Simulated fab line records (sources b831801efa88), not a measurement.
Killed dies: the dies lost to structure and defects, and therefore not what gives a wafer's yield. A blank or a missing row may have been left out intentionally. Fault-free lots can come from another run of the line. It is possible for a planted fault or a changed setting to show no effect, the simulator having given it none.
Chamber matching || flow sfq_line || SFQ_TRILAYER_I2_CMP_CMP_064 on cmp-01: 4 sister chambers
The step polishes SiO2. 20 wafers are shown with their chamber, then 10 later ones without.

## EACH WAFER AND ITS CHAMBER
{"wafer": "L221.3", "chamber": 3, "motor_current_A (A)": 10.9, "time_to_endpoint_s (s)": 212, "edge_zone_pressure_frac": 1.000}
{"wafer": "L221.4", "chamber": 0, "motor_current_A (A)": 8.9, "time_to_endpoint_s (s)": 218, "edge_zone_pressure_frac": 1.000}
{"wafer": "L221.2", "chamber": 2, "motor_current_A (A)": 10.2, "time_to_endpoint_s (s)": 193, "edge_zone_pressure_frac": 0.996}
{"wafer": "L222.3", "chamber": 1, "motor_current_A (A)": 10.0, "time_to_endpoint_s (s)": 207, "edge_zone_pressure_frac": 1.000}
{"wafer": "L222.4", "chamber": 0, "motor_current_A (A)": 8.6, "time_to_endpoint_s (s)": 227, "edge_zone_pressure_frac": 1.004}
{"wafer": "L222.6", "chamber": 0, "motor_current_A (A)": 8.9, "time_to_endpoint_s (s)": 227, "edge_zone_pressure_frac": 1.007}
{"wafer": "L223.1", "chamber": 0, "motor_current_A (A)": 9.1, "time_to_endpoint_s (s)": 221, "edge_zone_pressure_frac": 1.002}
{"wafer": "L223.2", "chamber": 1, "motor_current_A (A)": 9.5, "time_to_endpoint_s (s)": 201, "edge_zone_pressure_frac": 1.005}
{"wafer": "L223.3", "chamber": 3, "motor_current_A (A)": 10.4, "time_to_endpoint_s (s)": 213, "edge_zone_pressure_frac": 1.010}
{"wafer": "L225.4", "chamber": 3, "motor_current_A (A)": 10.2, "time_to_endpoint_s (s)": 209, "edge_zone_pressure_frac": 0.998}
{"wafer": "L225.2", "chamber": 1, "motor_current_A (A)": 9.5, "time_to_endpoint_s (s)": 198, "edge_zone_pressure_frac": 1.004}
{"wafer": "L225.6", "chamber": 3, "motor_current_A (A)": 10.4, "time_to_endpoint_s (s)": 213, "edge_zone_pressure_frac": 1.008}
{"wafer": "L228.1", "chamber": 0, "motor_current_A (A)": 9.1, "time_to_endpoint_s (s)": 211, "edge_zone_pressure_frac": 1.012}
{"wafer": "L228.4", "chamber": 3, "motor_current_A (A)": 11.1, "time_to_endpoint_s (s)": 216, "edge_zone_pressure_frac": 1.005}
{"wafer": "L228.5", "chamber": 0, "motor_current_A (A)": 8.6, "time_to_endpoint_s (s)": 218, "edge_zone_pressure_frac": 1.007}
{"wafer": "L234.2", "chamber": 2, "motor_current_A (A)": 10.0, "time_to_endpoint_s (s)": 200, "edge_zone_pressure_frac": 0.991}
{"wafer": "L234.3", "chamber": 1, "motor_current_A (A)": 10.0, "time_to_endpoint_s (s)": 200, "edge_zone_pressure_frac": 0.998}
{"wafer": "L234.4", "chamber": 3, "motor_current_A (A)": 10.5, "time_to_endpoint_s (s)": 221, "edge_zone_pressure_frac": 1.002}
{"wafer": "L235.2", "chamber": 0, "motor_current_A (A)": 9.1, "time_to_endpoint_s (s)": 223, "edge_zone_pressure_frac": 0.996}
{"wafer": "L235.5", "chamber": 1, "motor_current_A (A)": 9.6, "time_to_endpoint_s (s)": 219, "edge_zone_pressure_frac": 1.000}

SIGNATURES (means of the wafers above)
{"reading": "motor_current_A", "chamber 0": 8.900, "chamber 1": 9.720, "chamber 2": 10.100, "chamber 3": 10.583, "scatter within a chamber": 0.271}
{"reading": "time_to_endpoint_s", "chamber 0": 220.71, "chamber 1": 205.00, "chamber 2": 196.50, "chamber 3": 214.00, "scatter within a chamber": 6.08}
{"reading": "edge_zone_pressure_frac", "chamber 0": 1.00400, "chamber 1": 1.00140, "chamber 2": 0.99350, "chamber 3": 1.00383, "scatter within a chamber": 0.00449}
Rule: distance of a wafer from a chamber = root of the sum over the readings of ((wafer's reading minus chamber's mean) / reading's scatter) squared. If the next closest chamber is less than 2 further off than the closest, the wafer can't be placed; otherwise it belongs to the closest. The scatter: take each reading less its chamber's mean, square it, sum over the shown wafers, divide by the number of wafers less the number of chambers, and take the root.

## WAFERS WITHOUT THEIR CHAMBER
{"wafer": "L235.6", "motor_current_A (A)": 9.7, "time_to_endpoint_s (s)": 202, "edge_zone_pressure_frac": 0.998}
{"wafer": "L240.4", "motor_current_A (A)": 10.3, "time_to_endpoint_s (s)": 207, "edge_zone_pressure_frac": 0.998}
{"wafer": "L240.1", "motor_current_A (A)": 9.6, "time_to_endpoint_s (s)": 216, "edge_zone_pressure_frac": 0.999}
{"wafer": "L240.5", "motor_current_A (A)": 9.8, "time_to_endpoint_s (s)": 215, "edge_zone_pressure_frac": 1.005}
{"wafer": "L243.2", "motor_current_A (A)": 10.1, "time_to_endpoint_s (s)": 208, "edge_zone_pressure_frac": 1.013}
{"wafer": "L243.4", "motor_current_A (A)": 8.9, "time_to_endpoint_s (s)": 228, "edge_zone_pressure_frac": 0.988}
{"wafer": "L243.5", "motor_current_A (A)": 10.7, "time_to_endpoint_s (s)": 226, "edge_zone_pressure_frac": 1.000}
{"wafer": "L244.2", "motor_current_A (A)": 9.9, "time_to_endpoint_s (s)": 212, "edge_zone_pressure_frac": 1.007}
{"wafer": "L244.4", "motor_current_A (A)": 10.4, "time_to_endpoint_s (s)": 218, "edge_zone_pressure_frac": 1.006}
{"wafer": "L244.5", "motor_current_A (A)": 8.3, "time_to_endpoint_s (s)": 236, "edge_zone_pressure_frac": 1.001}

## THE CHAMBER EACH PASSED THROUGH
{"wafer": "L235.6", "from the rows above": "can't be placed: 1 or 2", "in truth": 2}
{"wafer": "L240.4", "from the rows above": "can't be placed: 3 or 2 or 1", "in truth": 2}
{"wafer": "L240.1", "from the rows above": "can't be placed: 1 or 0 or 3 or 2", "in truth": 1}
{"wafer": "L240.5", "from the rows above": "can't be placed: 1 or 3 or 0", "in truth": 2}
{"wafer": "L243.2", "from the rows above": "can't be placed: 3 or 1 or 2", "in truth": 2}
{"wafer": "L243.4", "from the rows above": "can't be placed: 0 or 1", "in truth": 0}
{"wafer": "L243.5", "from the rows above": 3, "in truth": 3}
{"wafer": "L244.2", "from the rows above": "can't be placed: 1 or 3", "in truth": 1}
{"wafer": "L244.4", "from the rows above": 3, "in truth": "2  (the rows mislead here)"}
{"wafer": "L244.5", "from the rows above": 0, "in truth": 0}
Correctly placed: 2 of 10. These rows do not allow placing 7 (true chamber among the candidates in 6). Wrongly placed: 1.
